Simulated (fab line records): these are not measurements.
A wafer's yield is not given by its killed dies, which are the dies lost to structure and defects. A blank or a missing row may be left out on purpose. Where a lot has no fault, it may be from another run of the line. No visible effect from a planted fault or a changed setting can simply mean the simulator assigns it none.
fab line records	flow sfqLine
record lots=14	wafers=42	lastDay=78
route steps=325 shown M4@160
lots untouched by any fault: they come from a run of this same line in which no faults occurred
startH: start of the lot's first displayed wafer, in hours after the record's first day	waitH: hours since the lot's step before	" unchanged from the row above	L1.1+2: several wafers, shown together as one row	- no value, or no start given	* or withheld: withheld	< > ~ a bound
route shown NAME@n: a module of which the file shows steps, and the number in the route of the first	usual: average and standard deviation across the fault-free wafers	same: alike in all rows	chamber/n: place in a boat	sites: readings site by site	_std_site: their standard deviation	_edge_site: outer sites' mean less inner sites'	radiusMm: how far each site lies from the wafer's centre	mask NAME#n: copy n	behind: the tool/chamber that last shaped the wafer	hold: the reason the lot was held/the length of the hold in hours/how it ended	device: transistor that didn't switch, given as n, p or np	end of line: at the end of the route, the tests of the same wafers	step lacking rows: just its recipe	killed: the dies lost at the first sort to structure and to defects; this is not the yield of the wafer	map: per-die view of a wafer (x killed, . not killed, _ where there is no die)
set.NAME: the run value of the setting; set.NAME@STEP: its run value at that earlier step	model.NAME: the simulator's own value behind a step, which no gauge read
the route's steps for a sample of lots (tables are steps, rows are wafers)
services: the hour from which a tool's chamber was out of use, counted from the record's first day as startH (under 0 if before that day), plus the number of hours and why
## steps
# step SFQ_TRILAYER_M4_ETCH_METAL_ETCH_096
# recipe target=Nb	stopOn=SiO2	maskMaterial=PR	chemistry=Cl2/Ar	targetDepthNm=240	icpW=600	biasW=80	pressureMtorr=10	timeS=120
# usual biasW=79.98/0.25	chamberPressureMTorr=10.001/0.0097	drypumpMotorCurrentA=5.97/0.27	heBacksideLeakSccm=3.6/0.36	oesProductAu=0.894/0.0074
lot.wafer	tool	chamber	startH	waitH	biasW	chamberPressureMTorr	drypumpMotorCurrentA	heBacksideLeakSccm	oesProductAu	rfHoursCounterH
L996.1	rieMetal-01	1	824.15	0.0	80.02	9.998	6.31	3.3	0.892	119
L996.2	"	0	"	"	80.33	9.993	6.23	3.4	0.897	145
L996.6	"	0	"	"	80.21	10.008	6.20	3.7	0.900	-
L997.2	rieMetal-04	1	832.55	0.0	79.32	10.000	6.08	4.0	0.897	166
L997.3	"	1	"	"	79.82	9.999	6.10	4.1	0.876	-
L997.6	"	0	"	"	79.32	9.993	5.84	3.4	0.885	-
L998.2	rieMetal-02	0	842.15	0.0	80.39	10.016	5.57	3.4	0.891	53
L998.3	"	1	"	"	79.82	9.990	5.75	3.8	0.892	-
L998.6	"	1	"	"	79.89	10.005	5.76	3.9	0.884	-
L100.3	rieMetal-02	1	872.10	0.1	80.21	10.003	5.77	4.1	0.890	-
L100.5	"	1	"	"	79.63	9.989	5.80	3.8	0.889	-
L100.6	"	0	"	"	79.93	10.004	5.55	3.2	0.876	-
L101.1	rieMetal-04	1	876.85	0.0	-	-	-	-	-	-
L101.3	"	0	"	"	-	-	-	-	-	-
L101.6	"	1	"	"	-	-	-	-	-	-
L102.1	rieMetal-04	0	884.05	0.0	-	-	-	-	-	-
L102.4	"	1	"	"	-	-	-	-	-	-
L102.5	"	1	"	"	-	-	-	-	-	-
L106.3	rieMetal-04	0	922.05	0.1	80.13	10.011	5.82	3.5	0.903	-
L106.4	"	1	"	"	79.75	9.996	6.08	3.7	0.886	-
L106.6	"	1	"	"	80.06	9.997	6.05	3.6	0.894	-
L111.3	rieMetal-02	0	953.14	0.1	80.46	9.979	5.58	3.3	0.898	-
L111.4	"	1	"	"	80.04	10.002	5.74	4.0	0.905	-
L111.6	"	1	"	"	80.10	9.997	5.75	3.9	0.897	-
L112.1	rieMetal-02	0	962.70	0.0	79.95	9.994	5.58	3.2	0.889	77
L112.3	"	0	"	"	79.94	10.014	5.59	3.3	0.895	-
L112.6	"	0	"	"	80.00	9.994	5.56	3.2	0.901	-
L115.2	rieMetal-04	0	988.00	0.1	79.93	9.997	5.85	3.4	0.897	-
L115.4	"	0	"	"	79.87	10.008	5.83	3.5	0.897	-
L115.6	"	0	"	"	79.83	10.004	5.83	3.5	0.894	-
L116.1	rieMetal-02	0	996.40	0.1	79.67	10.012	5.53	3.3	0.903	85
L116.3	"	0	"	"	80.15	9.994	5.53	3.3	0.901	-
L116.4	"	0	"	"	80.13	9.987	5.54	3.4	0.887	-
L117.1	rieMetal-04	0	998.70	0.0	79.96	10.000	5.86	3.3	0.906	169
L117.4	"	0	"	"	79.70	10.010	5.86	3.5	0.901	-
L117.5	"	1	"	"	79.92	9.993	6.06	3.5	0.897	-
L118.3	rieMetal-01	1	1001.14	0.1	80.02	9.994	6.33	3.5	0.904	-
L118.4	"	0	"	"	80.63	9.993	6.23	3.5	0.911	-
L118.6	"	0	"	"	80.34	10.007	6.23	3.6	0.883	-
L119.3	rieMetal-01	1	1008.44	0.1	80.05	10.001	6.32	3.5	0.899	-
L119.4	"	1	"	"	80.20	9.997	6.31	3.5	0.891	-
L119.6	"	1	"	"	79.92	10.006	6.34	3.5	0.890	-
## services
tool	chamber	startH	hours	kind
rieMetal-04	-	826.84	1.4	pm
rieMetal-04	1	836.92	-	clean
rieMetal-04	1	836.92	18.4	scheduledDown
rieMetal-04	1	836.92	18.4	ventCycle
rieMetal-04	1	980.50	10.8	repair
rieMetal-02	1	986.23	-	clean
rieMetal-02	1	986.23	22.3	scheduledDown
rieMetal-02	1	986.23	22.3	ventCycle
rieMetal-04	0	1003.32	-	clean
rieMetal-04	0	1003.32	20.0	scheduledDown
rieMetal-04	0	1003.32	20.0	ventCycle
rieMetal-01	0	1007.67	-	clean
rieMetal-01	0	1007.67	23.0	scheduledDown
rieMetal-01	0	1007.67	23.0	ventCycle
## key
firstSign step=SFQ_TRILAYER_M4_ETCH_METAL_ETCH_096	reading=toolRecord	direction=missing
effect none on later readings
metAt SFQ_TRILAYER_M4_ETCH_METAL_ETCH_096
struckLots L101,L102
onsetBetween 832.55 876.85
fault kind=skippedStepWhole	tool=rieMetal-04	chamber=-	onsetH=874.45	steps=SFQ_TRILAYER_M4_ETCH_METAL_ETCH_096	scope=struckLotsOnly
